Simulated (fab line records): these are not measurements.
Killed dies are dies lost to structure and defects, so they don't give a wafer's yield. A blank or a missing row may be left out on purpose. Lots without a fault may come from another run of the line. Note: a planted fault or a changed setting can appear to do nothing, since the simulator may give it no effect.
A struck lot beside a sound one | flow sky130 | 26 steps out of a route of 708
Sound: wafers L985.1, L985.2, L985.5. The struck wafers were L982.1, L982.2, L982.6. Last of all comes the cause.
For every step that has rows: the tool of each side, followed by ch and its chambers, followed by its first start. Under that, the readings that differ: sound wafers | struck wafers | difference of the means | sigmas: that difference in standard deviations of wafers without a fault.
alike: readings with means less than 2 such deviations apart, plus words and numbers identical on both sides. not compared: withheld readings, readings lacking a value on some wafer, bounds such as >300 that could conceal the same value, and numbers that have no deviation in the record and whose values overlap.
A row with sigmas, a row that says differs or no value, or rows on one side alone: a step with any of these is where the two part. Numbers that have no deviation but don't overlap get no sigmas and don't part them. A reading that every wafer of one side lacks parts them only if that side has two wafers or more.

first, 10 steps without rows for these wafers: SKY_SONOS_ONO_COAT_08 (resist thk 1140 nm); SKY_SONOS_ONO_SOFTBAKE_09 (time 60 s); SKY_SONOS_ONO_EXPOSE_10 (exposes mask ONOM, target cd 410 nm); SKY_SONOS_ONO_PEB_11; SKY_SONOS_ONO_DEVELOP_12 (develop time 60 s); SKY_SONOS_ONO_ETCH_15 (etches the open film in CHF3/O2, target depth 19.52 nm, time 7.8 s); SKY_SONOS_ONO_WET_ETCH_16 (etches SiO2 in dHF, target depth 14 nm, time 280 s); SKY_SONOS_ONO_STRIP_17 (strips in O2/N2); SKY_SONOS_ONO_WET_ETCH_18 (etches Si3N4 in H3PO4, target depth 15 nm, time 172 s); SKY_GATE_OXIDE_CLEAN_00 (cleans in SC1/SC2, time 150 s).
SKY_GATE_OXIDE_OXIDATION_01: stabilise 600 s, purge 300 s, target thk 10.268 nm.
  sound on furnace-01 ch 0, day 16 11:46; struck on furnace-02 ch 0, day 15 12:35
  reading                                           | sound               | struck               | difference | sigmas
  spike_tc_bottom_C (C)                             | 916.8 914.8 917.0   | 923.0 923.2 923.7    | +7.1       | +7
  spike_tc_centre_C (C)                             | 899.2 899.9 903.1   | 907.6 906.7 907.0    | +6.4       | +6
  spike_tc_lower_C (C)                              | 900.9 900.2 900.0   | 904.6 905.1 904.5    | +4.4       | +4
  spike_tc_top_C (C)                                | 912.6 914.0 913.5   | 917.0 920.1 919.9    | +5.6       | +5
  spike_tc_upper_C (C)                              | 896.9 897.2 898.8   | 907.2 908.1 907.3    | +9.9       | +5
  tube_center_temp_C (C)                            | 900.03 899.9 900.01 | 905.39 905.59 905.51 | +5.52      | +72
  tube_center_temp_C_max                            | 902.3 901.9 902.6   | 907.7 908.9 908.4    | +6.1       | +16
  zone_power_lower_pct (%)                          | 15.4 15.5 15.1      | 18.2 18.3 18.1       | +2.9       | +2
  model.SiO2_of_GATE_OXIDE_OXIDATION_01.thk_nm (nm) | 10.35 10.18 10.24   | 11.36 11.19 11.23    | +1.00      |
SKY_GATE_OXIDE_THK_MEAS_02:
  sound on film_metro-01 at day 16 13:10; struck on film_metro-03 at day 15 13:59
  reading                          | sound             | struck            | difference | sigmas
  GATE_OXIDE_OXIDATION_00_THK (nm) | 10.34 10.17 10.21 | 11.39 11.21 11.22 | +1.03      | +5
then, 11 steps without rows for these wafers: SKY_GATE_OXIDE_DEHYDRATE_03 (time 60 s); SKY_GATE_OXIDE_HMDS_04 (prime time 60 s); SKY_GATE_OXIDE_COAT_05 (resist thk 1140 nm); SKY_GATE_OXIDE_SOFTBAKE_06 (time 60 s); SKY_GATE_OXIDE_EXPOSE_07 (exposes mask LVOM, target cd 600 nm); SKY_GATE_OXIDE_PEB_08; SKY_GATE_OXIDE_DEVELOP_09 (develop time 60 s); SKY_GATE_OXIDE_IMPLANT_11; SKY_GATE_OXIDE_WET_ETCH_12 (etches SiO2 in dHF, target depth 16.8 nm, time 336 s); SKY_GATE_OXIDE_STRIP_13 (strips in O2/N2); SKY_GATE_OXIDE_CLEAN_15 (cleans in SC1/SC2, time 150 s).
SKY_GATE_OXIDE_OXIDATION_16: stabilise 600 s, purge 300 s, target thk 3.57 nm.
  sound on furnace-01 ch 0, day 17 21:37; struck on furnace-02 ch 0, day 16 18:42
  reading                                           | sound            | struck           | difference | sigmas
  model.SiO2_of_GATE_OXIDE_OXIDATION_01.thk_nm (nm) | 11.69 11.58 11.6 | 12.64 12.5 12.54 | +0.94      |
  alike: ox_temp_c, spike_tc_bottom_C, spike_tc_centre_C, spike_tc_lower_C, spike_tc_top_C, spike_tc_upper_C, tube_center_temp_C, tube_center_temp_C_max, zone_power_lower_pct
then, 1 step without rows for these wafers: SKY_POLY_GATE_CVD_00 (deposits poly-Si, target thk 180 nm, time 720 s).
-- here the record skips 31 days between the struck wafers' starts before and after, leaving off in module POLY_GATE and picking up in module PAD_OPEN (first step shown: number 708 of the route) --
SKY_PAD_OPEN_PROBE_99:
  sound on prober-01 at day 48 11:20; struck on prober-02 at day 47 20:03
  reading                                | sound                         | struck                       | difference | sigmas
  killed_dies                            | 102 94 119                    | 84 91 75                     | -22        | -2
  model.etest.nfet_16v.r_on_ohm_um       | 1.397e+04 1.379e+04 1.395e+04 | 1.456e+04 1.46e+04 1.464e+04 | +6.967e+02 |
  model.etest.tip_sonos.rs_ohm_sq        | 2766 2700 2730                | 2920 2889 2900               | +171       |
  model.etest.pfet_g5v0d10v5.r_on_ohm_um | 4787 4696 4770                | 4858 4858 4977               | +147       |
  model.etest.nfet_g5v0d10v5.r_on_ohm_um | 1880 1862 1879                | 1938 1926 1946               | +63        |
  model.etest.nfet_g5v0d10v5.drive_ua_um | 605.4 611.4 614.4             | 561.5 567.3 566.4            | -45.3      |
  model.etest.nfet_05v0_nvt.drive_ua_um  | 573.9 579.5 578.1             | 542.9 548.7 543.2            | -32.2      |
  model.etest.pfet_g5v0d10v5.drive_ua_um | 336.1 345.4 342.9             | 325.1 321 322.2              | -18.7      |
  model.etest.nfet_16v.drive_ua_um       | 223.8 228.5 226               | 206.6 206.3 205.3            | -20.0      |
  alike: killed_at_M0_to_M3, killed_at_M4_up, killed_at_contacts, killed_at_front_end, killed_at_other, killed_open, killed_short

## WHERE THEY PART
Earliest at SKY_GATE_OXIDE_OXIDATION_01; latest, in this record, at SKY_PAD_OPEN_PROBE_99.

WHY: whatever the simulator had introduced
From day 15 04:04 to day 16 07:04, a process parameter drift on furnace-02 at SKY_GATE_OXIDE_OXIDATION_01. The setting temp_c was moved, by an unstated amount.
